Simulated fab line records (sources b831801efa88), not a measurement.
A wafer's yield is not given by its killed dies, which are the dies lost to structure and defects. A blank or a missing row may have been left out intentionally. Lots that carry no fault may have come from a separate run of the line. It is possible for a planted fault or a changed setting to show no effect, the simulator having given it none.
A lot that was struck, set against a sound lot -- flow sky130 -- 42 steps out of a route of 708
Sound: these wafers, L959.1, L959.3, L959.6. Struck: wafer L967.6 (L967.2, L967.3, from the same lot, were not struck and are left out); the cause is given at the end.
For every step that has rows: the tool of each side, followed by ch and its chambers, followed by its first start. Under that, the readings that differ: sound wafers -- struck wafers -- difference of the means -- sigmas: that difference in standard deviations of wafers without a fault.
alike: readings with means less than 2 such deviations apart, plus words and numbers identical on both sides. not compared: withheld readings, readings lacking a value on some wafer, bounds such as >300 that could conceal the same value, and numbers that have no deviation in the record and whose values overlap.
The two part at a step that has a row with sigmas, a row that says differs or no value, or rows on one side only. When numbers do not overlap yet have no deviation, they are printed without sigmas and do not part them. A reading that every wafer of one side lacks parts them only if that side has two wafers or more.

first, 4 steps without rows for these wafers: SKY_PWDE_SOFTBAKE_03; SKY_PWDE_EXPOSE_04 (exposes mask PWDEM, target cd 840 nm); SKY_PWDE_PEB_05; SKY_PWDE_DEVELOP_06 (develop time 60 s).
SKY_PWDE_OVL_MEAS_07:
  struck on overlay-01, day 6 02:16; sound on overlay-01, day 4 08:47
  alike: PWDE_OVL
next, for these wafers, 1 step has no rows: SKY_PWDE_IMPLANT_08.
SKY_PWDE_STRIP_09: strips in O2/N2.
  sound on plasma-asher-04 ch 0,1, day 4 08:58; struck on plasma-asher-01 ch 1, day 6 02:27
  alike: drypump-motor-current-A, oes-product-au, strip-time-to-endpoint-s
  not compared: rf-hours-counter-h
SKY_PWDE_TW_MEAS_10:
  struck on film-metro-03, day 6 02:34; sound on film-metro-03, day 4 09:04
  alike: PWDE_TW
then, 4 steps without rows for these wafers: SKY_NWELL_DEHYDRATE_03 (time 60 s); SKY_NWELL_HMDS_04 (prime time 60 s); SKY_NWELL_COAT_05 (resist thk 3000 nm); SKY_NWELL_SOFTBAKE_06.
SKY_NWELL_EXPOSE_07: exposes mask NWM, target cd 840 nm.
  sound on iline-stepper-02 ch 0, day 4 17:55; struck on iline-stepper-02 ch 0, day 6 11:42
  alike: mask, stage-vel-mm-s
then, 2 steps without rows for these wafers: SKY_NWELL_PEB_08; SKY_NWELL_DEVELOP_09 (develop time 60 s).
SKY_NWELL_OVL_MEAS_10:
  struck on overlay-01, day 6 21:25; sound on overlay-01, day 5 02:49
  alike: NWELL_00_OVL
then, 3 steps without rows for these wafers: SKY_NWELL_IMPLANT_11; SKY_NWELL_IMPLANT_12; SKY_NWELL_IMPLANT_13.
SKY_NWELL_STRIP_14: strips in O2/N2.
  sound on plasma-asher-02 ch 0,1, day 5 03:17; struck on plasma-asher-01 ch 1, day 6 21:53
  alike: drypump-motor-current-A, oes-product-au, strip-time-to-endpoint-s
  not compared: rf-hours-counter-h
SKY_NWELL_TW_MEAS_15:
  struck on film-metro-01, day 6 22:00; sound on film-metro-03, day 5 03:23
  alike: NWELL_TW
then, 7 steps without rows for these wafers: SKY_NWELL_DEHYDRATE_16 (time 60 s); SKY_NWELL_HMDS_17 (prime time 60 s); SKY_NWELL_COAT_18 (resist thk 3000 nm); SKY_NWELL_SOFTBAKE_19; SKY_NWELL_EXPOSE_20 (exposes mask NWM COMPLEMENT, target cd 840 nm); SKY_NWELL_PEB_21; SKY_NWELL_DEVELOP_22 (develop time 60 s).
SKY_NWELL_OVL_MEAS_23:
  struck on overlay-01, day 7 17:16; sound on overlay-02, day 5 21:34
  alike: NWELL_01_OVL
next, for these wafers, 1 step has no rows: SKY_NWELL_IMPLANT_24.
SKY_NWELL_STRIP_25: strips in O2/N2.
  sound on plasma-asher-01 ch 0,1, day 5 21:44; struck on plasma-asher-03 ch 1, day 7 17:26
reading,sound,struck,difference,sigmas
strip-time-to-endpoint-s (s),36.73 36.85 36.78,37.16,+0.37,+4
  alike: drypump-motor-current-A, oes-product-au
  not compared: rf-hours-counter-h
SKY_NWELL_TW_MEAS_26:
  struck on film-metro-03, day 7 17:33; sound on film-metro-01, day 5 21:50
  alike: NWELL_2_TW
then, 1 step without rows for these wafers: SKY_NWELL_CLEAN_27 (cleans in SC1/SC2, time 150 s).
SKY_NWELL_RTA_28: time 30 s.
  sound on rtp-anneal-01 ch 0, day 5 21:57; struck on rtp-anneal-02 ch 0, day 7 17:40
  alike: lamp-power-pct, ramp-up-c-per-s, wafer_temp_C_max
SKY_NWELL_RS_MEAS_29: the measuring method here is four-point-probe.
  struck on film-metro-04, day 7 17:46; sound on film-metro-04, day 5 22:03
  alike: NWELL_RS
SKY_NWELL_RS_MEAS_31: the measuring method here is four-point-probe.
  struck on film-metro-04, day 7 18:01; sound on film-metro-04, day 5 22:17
  alike: PWDE_RS
then, 5 steps without rows for these wafers: SKY_VT_ADJUST_HVTP_DEHYDRATE_00 (time 60 s); SKY_VT_ADJUST_HVTP_HMDS_01 (prime time 60 s); SKY_VT_ADJUST_HVTP_COAT_02 (resist thk 1140 nm); SKY_VT_ADJUST_HVTP_SOFTBAKE_03 (time 60 s); SKY_VT_ADJUST_HVTP_EXPOSE_04 (exposes mask HVTPM, target cd 380 nm).
-- a jump in the record: the struck wafers' starts before and after are 41 days apart (it breaks off in module VT_ADJUST_HVTP and resumes in module PAD_OPEN, where the first step shown is number 708 of the route) --
SKY_PAD_OPEN_PROBE_99:
  struck on prober-02, day 48 12:17; sound on prober-01, day 46 17:04
reading,sound,struck,difference,sigmas
model.etest.pfet_16v.r-on-ohm-um,1.502e+04 1.497e+04 1.514e+04,1.618e+04,+1.137e+03,
model.etest.nfet_16v.r-on-ohm-um,1.438e+04 1.427e+04 1.412e+04,1.357e+04,-6.867e+02,
model.etest.res-nwell.line-ohm-um,1090 1088 1089,915.9,-173.1,
model.etest.res-nwell.width-nm (nm),841.3 840.9 844.4,964.1,+121.9,
model.etest.res-iso-pwell.width-nm (nm),2641 2653 2644,2549,-97,
model.etest.pfet_16v.drive-ua-um,245.7 249 245.7,227.4,-19.4,
model.etest.iso-nwell-nwell.leak-log10-a-um,-13.35 -13.53 -13.32,-10.96,+2.44,
  alike: killed_at_M0_to_M3, killed_at_M4_up, killed-at-contacts, killed-at-front-end, killed-at-other, killed-dies, killed-open, killed-short

WHERE THEY PART
Only at SKY_NWELL_STRIP_25, within this record. Later steps at which nothing parts them and some readings are alike: SKY_NWELL_TW_MEAS_26, SKY_NWELL_RTA_28, SKY_NWELL_RS_MEAS_29, SKY_NWELL_RS_MEAS_31, SKY_PAD_OPEN_PROBE_99.

WHY: whatever the simulator had introduced
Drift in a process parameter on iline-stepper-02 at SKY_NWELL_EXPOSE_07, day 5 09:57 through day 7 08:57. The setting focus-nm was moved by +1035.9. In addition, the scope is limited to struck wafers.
